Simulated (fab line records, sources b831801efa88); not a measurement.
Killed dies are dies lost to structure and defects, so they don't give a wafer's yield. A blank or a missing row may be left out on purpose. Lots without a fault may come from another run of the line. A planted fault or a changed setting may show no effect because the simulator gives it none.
fab line records | flow sfq_line
record lots=6 wafers=18 last_day=92
route steps=325 shown M1@62 I1@73
lots that met no fault: from a run of the same line without faults
start_h: hours from the record's first day to the start of the lot's first wafer shown | wait_h: hours since the lot's step before | " the same as in the row above | L1.1+2: a row that stands for several wafers | - no value, or no start given | * or withheld: withheld | < > ~ a bound
route shown NAME@n: a module of which the file shows steps, and the number in the route of the first | usual: mean/standard deviation of fault-free wafers | same: alike in all rows | chamber/n: place in a boat | sites: the reading at each site | _std_site: their standard deviation | _edge_site: outer sites' mean less inner sites' | radius_mm: how far each site lies from the wafer's centre | mask NAME#n: copy n | behind: the tool/chamber that last shaped the wafer | hold: why the lot was held/for how many hours/how that ended | device: the transistor (n, p or np) that didn't switch | end of line: the same wafers' tests at the end of the route | a step without rows: its recipe alone | killed: dies lost to structure and defects at the first sort, not the wafer's yield | map: a wafer's dies, x killed, . not, _ none there
set.NAME: the setting as run; set.NAME@STEP: as run at that earlier step | model.NAME: the simulator's own value behind a step, which no gauge read
lots at some steps of the route; a table a step, a row a wafer
services: from which hour (start_h, from the record's first day; less than 0 if before it) a tool's chamber was out of use, for how many hours, and why
## steps
# step SFQ_TRILAYER_M1_LITHO_COAT_044
# recipe resist=BARC spin_rpm=3000 resist_thk_nm=62
# step SFQ_TRILAYER_M1_LITHO_COAT_039
# recipe resist=KrF spin_rpm=3000 resist_thk_nm=600
# step SFQ_TRILAYER_M1_LITHO_SOFTBAKE_043
# recipe temp_c=withheld time_s=withheld resist=KrF
# step SFQ_TRILAYER_M1_LITHO_EXPOSE_040
# recipe mask_id=M1 na=0.6 source_shape=conventional sigma_outer=0.65 target_cd_nm=500 dose_mj=14.4
# step SFQ_TRILAYER_M1_LITHO_PEB_042
# recipe peb_temp_c=115 peb_time_s=60 resist=KrF
# step SFQ_TRILAYER_M1_LITHO_DEVELOP_041
# recipe time_s=60 resist=KrF
# step SFQ_M1_OVL_MEAS_911
# usual M1_OVL=-1/5.5
# columns lot.wafer tool chamber start_h wait_h M1_OVL[nm]
L785.1 overlay-01 - 334.23 0.1 -8
L785.5 " - " " -10
L785.6 " - " " 0
L787.1 overlay-01 - 366.25 0.1 3
L787.2 " - " " 7
L787.4 " - " " 4
L789.4 overlay-02 - 388.69 0.1 -5
L789.5 " - " " -5
L789.6 " - " " -1
L790.1 overlay-01 - 398.18 0.1 13
L790.2 " - " " 13
L790.6 " - " " 8
L797.1 overlay-02 - 600.28 0.1 -5
L797.3 " - " " -2
L797.4 " - " " 6
L803.3 overlay-02 - 631.50 0.1 3
L803.4 " - " " -9
L803.5 " - " " 7
# step SFQ_TRILAYER_M1_BARC_OPEN_METAL_ETCH_054
# recipe mask_material=PR chemistry=O2 target_depth_nm=125 target=BARC icp_w=600 bias_w=80 pressure_mtorr=10 time_s=41.7
# usual drypump_motor_current_A=5.4/0.38 oes_product_au=0.684/0.0052
# same time_s=41.7
# columns lot.wafer tool chamber start_h wait_h drypump_motor_current_A oes_product_au rf_hours_counter_h
L785.1 rie_metal-03 0 334.27 0.0 5.2 0.679 10
L785.5 " 1 " " 5.5 0.684 -
L785.6 " 0 " " 5.3 0.677 -
L787.1 rie_metal-01 1 366.29 0.0 5.4 0.681 98
L787.2 " 0 " " 5.8 0.680 71
L787.4 " 1 " " 5.4 0.686 -
L789.4 rie_metal-01 1 388.73 0.0 5.4 0.688 -
L789.5 " 0 " " 5.8 0.684 -
L789.6 " 1 " " 5.4 0.673 -
L790.1 rie_metal-02 0 398.22 0.0 5.7 0.681 6
L790.2 " 1 " " 4.7 0.686 14
L790.6 " 0 " " 5.7 0.682 -
L797.1 rie_metal-02 1 600.32 0.0 4.7 0.685 43
L797.3 " 1 " " 4.7 0.685 -
L797.4 " 0 " " 5.7 0.681 -
L803.3 rie_metal-02 1 631.54 0.0 4.7 0.683 -
L803.4 " 0 " " 5.7 0.686 -
L803.5 " 0 " " 5.6 0.684 -
# step SFQ_TRILAYER_M1_ETCH_METAL_ETCH_042
# recipe target=Nb stop_on=SiO2 mask_material=PR chemistry=Cl2/Ar target_depth_nm=240 icp_w=600 bias_w=80 pressure_mtorr=10 time_s=120
# usual drypump_motor_current_A=5.4/0.38 oes_product_au=0.894/0.0077
# same time_s=120
# columns lot.wafer tool chamber start_h wait_h drypump_motor_current_A oes_product_au rf_hours_counter_h
L785.1 rie_metal-03 0 334.33 0.0 5.2 0.900 10
L785.5 " 1 " " 5.5 0.901 -
L785.6 " 0 " " 5.3 0.899 -
L787.1 rie_metal-01 1 366.35 0.0 5.4 0.880 98
L787.2 " 0 " " 5.8 0.894 71
L787.4 " 1 " " 5.4 0.888 -
L789.4 rie_metal-01 1 388.81 0.1 5.4 0.885 -
L789.5 " 0 " " 5.9 0.890 -
L789.6 " 1 " " 5.4 0.896 -
L790.1 rie_metal-02 0 398.28 0.0 5.7 0.910 6
L790.2 " 1 " " 4.7 0.903 14
L790.6 " 0 " " 5.7 0.899 -
L797.1 rie_metal-02 1 600.38 0.0 4.7 0.900 43
L797.3 " 1 " " 4.7 0.907 -
L797.4 " 0 " " 5.7 0.900 -
L803.3 rie_metal-02 1 631.62 0.1 4.7 0.894 -
L803.4 " 0 " " 5.7 0.886 -
L803.5 " 0 " " 5.7 0.888 -
# step SFQ_TRILAYER_M1_STRIP_STRIP_043
# recipe gas=O2 power_w=200 platen_temp_c=40 overash_fraction=0.65 chemistry=O2 pressure_mtorr=50
# usual drypump_motor_current_A=5.4/0.38 oes_product_au=1.001/0.012
# columns lot.wafer tool chamber start_h wait_h drypump_motor_current_A oes_product_au rf_hours_counter_h
L785.1 rie_metal-03 0 334.46 0.1 5.2 1.002 10
L785.5 " 1 " " 5.5 1.010 -
L785.6 " 0 " " 5.2 1.001 -
L787.1 rie_metal-01 1 366.47 0.1 5.4 1.012 98
L787.2 " 0 " " 5.8 0.989 71
L787.4 " 1 " " 5.4 1.004 -
L789.4 rie_metal-01 1 389.09 0.2 5.4 0.999 -
L789.5 " 0 " " 5.9 0.983 -
L789.6 " 1 " " 5.4 1.003 -
L790.1 rie_metal-02 0 398.41 0.1 5.7 0.991 6
L790.2 " 1 " " 4.7 1.024 14
L790.6 " 0 " " 5.7 0.989 -
L797.1 rie_metal-02 1 600.51 0.1 4.7 1.012 43
L797.3 " 1 " " 4.7 1.007 -
L797.4 " 0 " " 5.7 0.991 -
L803.3 rie_metal-02 1 631.91 0.2 4.7 1.008 -
L803.4 " 0 " " 5.7 0.990 -
L803.5 " 0 " " 5.7 0.982 -
# step SFQ_TRILAYER_M1_STRIP_SOLV_CLEAN_044
# recipe chemistry=NMP temp_c=70 time_s=600
# step SFQ_TRILAYER_I1_DEP_PECVD_045
# recipe material=SiO2 temp_c=150 time_s=111.11 pressure_torr=2.4 rf_w=183.3 precursor=SiH4/N2O target_thk_nm=500
# usual chamber_pressure_Torr=2.399/0.0052 heater_power_w=85/15 throttle_valve_pct=24.9/1.3
# same time_s=111.11
# columns lot.wafer tool chamber start_h wait_h chamber_pressure_Torr heater_power_w since_wet_clean_h throttle_valve_pct
L785.1 pecvd-04 2 335.23 0.0 2.404 77 127 23.4
L785.5 " 0 " " 2.402 95 - 22.8
L785.6 " 2 " " 2.401 79 - 23.1
L787.1 pecvd-01 2 367.25 0.0 2.405 95 1282 26.2
L787.2 " 1 " " 2.402 78 1282 26.9
L787.4 " 2 " " 2.393 98 - 26.0
L789.4 pecvd-01 1 389.71 0.0 2.401 78 - 26.9
L789.5 " 2 " " 2.403 108 - 26.3
L789.6 " 0 " " 2.402 82 - 26.6
L790.1 pecvd-03 1 399.36 0.0 2.395 99 944 24.7
L790.2 " 2 " " 2.401 89 944 25.4
L790.6 " 0 " " 2.401 112 - 27.0
L797.1 pecvd-01 2 601.28 0.0 2.398 113 24 24.9
L797.3 " 0 " " 2.404 83 24 23.6
L797.4 " 2 " " 2.396 95 - 24.9
L803.3 pecvd-01 2 632.50 0.0 2.387 103 55 24.8
L803.4 " 1 " " 2.406 66 - 24.7
L803.5 " 2 " " 2.394 106 - 25.2
# step SFQ_TRILAYER_I1_CMP_CMP_046
# recipe material=SiO2 down_force_psi=3 platen_rpm=60 pad_velocity_m_s=0.94248
# usual motor_current_A=9.8/0.55 platen_rpm=60.00/0.041 time_to_endpoint_s=218/7.4
# columns lot.wafer tool chamber start_h wait_h motor_current_A platen_rpm time_to_endpoint_s
L785.1 cmp-01 0 336.31 1.0 8.9 60.01 219
L785.6 " 2 337.31 2.0 9.6 59.96 227
L785.5 " 3 " " 10.4 59.92 224
L787.4 cmp-02 1 367.43 0.1 9.6 60.06 218
L787.1 " 2 " " 9.8 60.00 217
L787.2 " 3 " " 9.2 60.02 211
L789.4 cmp-02 2 389.75 0.0 9.8 66.05 201
L789.6 " 2 391.75 2.0 9.6 66.05 204
L789.5 " 3 " " 9.6 65.98 193
L790.2 cmp-02 1 399.93 0.5 10.0 66.01 194
L790.1 " 2 " " 10.2 66.00 200
L790.6 " 0 401.43 2.0 10.4 66.11 205
L797.1 cmp-01 2 601.83 0.5 9.4 59.98 223
L797.4 " 0 602.83 1.5 9.4 60.06 223
L797.3 " 1 " " 9.3 60.02 218
L803.3 cmp-02 2 632.57 0.0 9.5 59.99 226
L803.4 " 0 633.57 1.0 9.9 59.94 224
L803.5 " 2 634.57 2.0 10.0 60.05 231
# step SFQ_I1_BOW_MEAS_912
# recipe mode=bow
# usual I1_BOW=0/7.8
# columns lot.wafer tool chamber start_h wait_h I1_BOW[um]
L785.1 film_metro-03 - 338.31 1.5 1
L785.5 " - " " -2
L785.6 " - " " 11
L787.1 film_metro-03 - 370.43 2.0 -14
L787.2 " - " " 3
L787.4 " - " " 6
L789.4 film_metro-01 - 392.81 2.6 -9
L789.5 " - " " -14
L789.6 " - " " -3
L790.1 film_metro-01 - 402.43 1.5 -7
L790.2 " - " " 3
L790.6 " - " " 5
L797.1 film_metro-04 - 604.83 2.5 -5
L797.3 " - " " 3
L797.4 " - " " -3
L803.3 film_metro-04 - 635.61 2.5 -1
L803.4 " - " " 1
L803.5 " - " " 2
## services
# columns tool chamber start_h hours kind
rie_metal-03 - 337.71 0.3 repair
cmp-02 - 360.64 0.5 repair
cmp-02 - 408.43 4.0 pm
rie_metal-03 - 410.89 2.8 pm
cmp-01 - 427.88 2.3 repair
rie_metal-03 - 436.87 1.8 repair
cmp-01 - 437.43 1.6 repair
rie_metal-02 - 443.09 1.4 pm
cmp-01 - 448.93 4.7 pm
cmp-01 - 467.25 1.0 repair
cmp-01 - 468.32 0.9 repair
cmp-01 - 487.78 0.7 repair
cmp-02 - 490.13 0.9 repair
cmp-01 - 494.95 1.7 repair
rie_metal-03 0 540.81 156.4 repair
cmp-02 - 554.61 4.0 pm
cmp-01 - 563.39 0.6 repair
pecvd-01 - 563.75 14.0 pm
cmp-01 - 565.41 2.1 repair
pecvd-01 - 568.83 28.1 repair
cmp-01 - 582.83 4.0 pm
cmp-01 - 587.95 0.6 repair
rie_metal-03 - 588.10 14.6 pm
rie_metal-03 - 618.14 17.3 repair
## key
first_sign step=SFQ_TRILAYER_I1_CMP_CMP_046 reading=platen_rpm direction=up sigmas=99+ usual=60.00 struck=66.03
effect step=SFQ_TRILAYER_I1_CMP_CMP_046 reading=time_to_endpoint_s direction=down sigmas=2.5 usual=* struck=*
met_at SFQ_TRILAYER_I1_CMP_CMP_046
struck_wafers L789.4,L789.5,L789.6,L790.1,L790.2,L790.6
onset_between 367.43 389.75
fault kind=process_parameter_drift tool=cmp-02 chamber=- onset_h=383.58 steps=SFQ_TRILAYER_I1_CMP_CMP_046 channel=platen_rpm offset=6 shape=step end_h=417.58 acts_in=these_recipes_only stated=60
